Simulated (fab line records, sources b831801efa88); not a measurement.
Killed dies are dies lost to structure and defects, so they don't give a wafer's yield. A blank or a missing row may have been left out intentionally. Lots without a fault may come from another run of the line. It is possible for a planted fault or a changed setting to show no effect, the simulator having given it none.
What tool caused it?	flow sky130	11 lots with 33 wafers sampled at 5 steps, on a route of 708 steps

== WHAT THE GAUGES READ, wafer by wafer ==
SKY_VIA1_RS_MEAS_22: measurement is done with a four-point probe.
lot	measured	on	VIA1_W_RS (ohm/sq)
L192	day 33 18:05	film-metro-01	0.416 0.431 0.428
L193	day 34 06:35	film-metro-04	0.433 0.427 0.425
L196	day 35 10:45	film-metro-02	0.427 0.425 0.430
L200	day 36 13:19	film-metro-04	0.425 0.422 0.426
L202	day 37 19:17	film-metro-04	0.429 0.427 0.426
L204	day 38 02:41	film-metro-04	0.430 0.426 0.426
L206	day 38 21:22	film-metro-04	0.431 0.425 0.430
L208	day 39 14:35	film-metro-01	0.432 0.421 0.433
L211	day 40 08:50	film-metro-02	0.418 0.429 0.432
L213	day 40 18:16	film-metro-01	0.426 0.427 0.425
L214	day 40 20:08	film-metro-01	0.432 0.425 0.431

SKY_CAP2M_THK_MEAS_01.
lot	measured	on	CAP2M_CVD_00_THK (nm)
L192	day 39 13:46	film-metro-03	15.61 15.34 15.77
L193	day 40 01:23	film-metro-01	15.46 15.53 15.68
L196	day 41 02:25	film-metro-01	15.31 15.74 15.39
L200	day 42 00:49	film-metro-03	15.28 14.94 13.79
L202	day 43 04:13	film-metro-02	15.19 15.59 13.92
L204	day 43 11:59	film-metro-02	15.22 13.71 15.48
L206	day 44 03:28	film-metro-01	15.57 15.57 15.82
L208	day 44 19:10	film-metro-03	15.66 15.66 15.97
L211	day 45 12:13	film-metro-02	15.49 15.44 15.86
L213	day 45 18:55	film-metro-02	15.44 15.25 15.63
L214	day 45 20:58	film-metro-02	15.41 15.69 15.84

== WHAT TOOL EACH LOT RAN ON (gives the tool, then ch and the chambers of the sampled wafers, and finally the start) ==
lot	SKY_METAL2_STRIP_20	SKY_VIA3_SPUTTER_20	SKY_CAP2M_CVD_00
L192	plasma-asher-01 ch 0, day 34 22:46	pvd-sputter-01, day 39 12:55	pecvd-01 ch 0,1, day 39 13:44
L193	plasma-asher-01 ch 0,1, day 35 11:19	pvd-sputter-01, day 40 00:32	pecvd-04 ch 1,2, day 40 01:22
L196	plasma-asher-02 ch 0,1, day 36 14:38	pvd-sputter-04, day 41 01:34	pecvd-04 ch 1,2, day 41 02:23
L200	plasma-asher-03 ch 0,1, day 37 15:58	pvd-sputter-03, day 41 23:51	pecvd-04 ch 0,1,2, day 42 00:47
L202	plasma-asher-01 ch 0,1, day 38 21:49	pvd-sputter-04, day 43 03:21	pecvd-04 ch 0,2, day 43 04:10
L204	plasma-asher-03 ch 0,1, day 39 04:37	pvd-sputter-04, day 43 11:08	pecvd-04 ch 0,2, day 43 11:57
L206	plasma-asher-02 ch 0,1, day 39 22:46	pvd-sputter-01, day 44 02:37	pecvd-01 ch 0,2, day 44 03:26
L208	plasma-asher-03 ch 0,1, day 40 16:05	pvd-sputter-04, day 44 18:19	pecvd-01 ch 0,1,2, day 44 19:08
L211	plasma-asher-02 ch 0,1, day 41 10:10	pvd-sputter-04, day 45 11:22	pecvd-01 ch 0,1, day 45 12:11
L213	plasma-asher-01 ch 1, day 41 19:13	pvd-sputter-04, day 45 18:04	pecvd-01 ch 1,2, day 45 18:53
L214	plasma-asher-02 ch 0,1, day 41 21:25	pvd-sputter-01, day 45 20:07	pecvd-01 ch 0,1,2, day 45 20:56
- SKY_METAL2_STRIP_20: strips in O2/N2.
- SKY_VIA3_SPUTTER_20: material TiN, target thk 20 nm, time 80 s.
- SKY_CAP2M_CVD_00: deposits SiO2, target thk 15.5 nm.

== WHAT THE TOOLS THEMSELVES READ (means of the sampled wafers that have a number; where no wafer has one, the mark that the record gives instead) ==
SKY_METAL2_STRIP_20.
lot	tool	drypump-motor-current-A (A)	oes-product-au (a.u.)	strip-time-to-endpoint-s (s)
L192	plasma-asher-01	6.1	0.340	2.70
L193	plasma-asher-01	5.9	0.346	2.73
L196	plasma-asher-02	6.4	0.341	2.70
L200	plasma-asher-03	5.6	0.346	2.68
L202	plasma-asher-01	5.9	0.345	2.74
L204	plasma-asher-03	5.5	0.343	2.73
L206	plasma-asher-02	6.3	0.346	2.74
L208	plasma-asher-03	5.3	0.343	2.70
L211	plasma-asher-02	6.4	0.334	2.68
L213	plasma-asher-01	5.4	0.349	2.76
L214	plasma-asher-02	6.3	0.351	2.77

SKY_VIA3_SPUTTER_20.
lot	tool	cathode-dc-power-W (W)	throttle-valve-pct (%)
L192	pvd-sputter-01	3999.5	30.0
L193	pvd-sputter-01	4001.1	29.7
L196	pvd-sputter-04	4000.0	31.9
L200	pvd-sputter-03	3999.8	30.9
L202	pvd-sputter-04	3999.7	31.7
L204	pvd-sputter-04	3999.7	31.3
L206	pvd-sputter-01	4000.4	29.4
L208	pvd-sputter-04	4000.1	31.8
L211	pvd-sputter-04	4000.4	32.0
L213	pvd-sputter-04	4000.0	31.1
L214	pvd-sputter-01	3999.5	29.7

SKY_CAP2M_CVD_00.
lot	tool	heater-power-outer-w (W)	heater-power-w (W)
L192	pecvd-01	352	631
L193	pecvd-04	446	774
L196	pecvd-04	406	720
L200	pecvd-04	427	787
L202	pecvd-04	449	842
L204	pecvd-04	442	822
L206	pecvd-01	351	633
L208	pecvd-01	406	704
L211	pecvd-01	375	660
L213	pecvd-01	374	656
L214	pecvd-01	427	730

== THE ANSWER, worked out from the rows above alone ==
Rule: usual is defined by the lots themselves. The widest of any qualifying gaps counts: lots, ordered by their means at a reading, are off when they make up no more than a third of the lots, leave a main group of 4 or more, and stand apart from it by 3 or more times the standard deviation of that group's means. Not used: any main group whose means are identical at the precision the tables above print for the reading. A lot without any number at a reading at which 4 lots or more have one is off too. Any other lot the step has rows for is counted as sound. The gauges are gone through in route order, then the tools' own readings, and for those a lot's mean is taken as printed above. The first step at which some lot is off is used, and at that step the reading that is off furthest; a lot without a number counts as furthest.
Off: L200, L202, L204, seen at SKY_CAP2M_THK_MEAS_01 (CAP2M_CVD_00_THK). Mean 15.59 nm and standard deviation 0.096 in the main group.
If a tool, at a process step before that reading, ran all the lots that are off and no sound lot after the first of them, it fits. Gauges at SKY_CAP2M_THK_MEAS_01: tried the same way as those tools. One candidate fits, namely pecvd-04 at SKY_CAP2M_CVD_00. A fault onset in the window from L196 (day 41 02:23, its last sound lot) to L200 (day 42 00:47, its first lot off) fits.

== WHAT WAS PUT IN BY THE SIMULATOR ==
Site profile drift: pecvd-04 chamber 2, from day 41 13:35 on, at SKY_CAP2M_CVD_00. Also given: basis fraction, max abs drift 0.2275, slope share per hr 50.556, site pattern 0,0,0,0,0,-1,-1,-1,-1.
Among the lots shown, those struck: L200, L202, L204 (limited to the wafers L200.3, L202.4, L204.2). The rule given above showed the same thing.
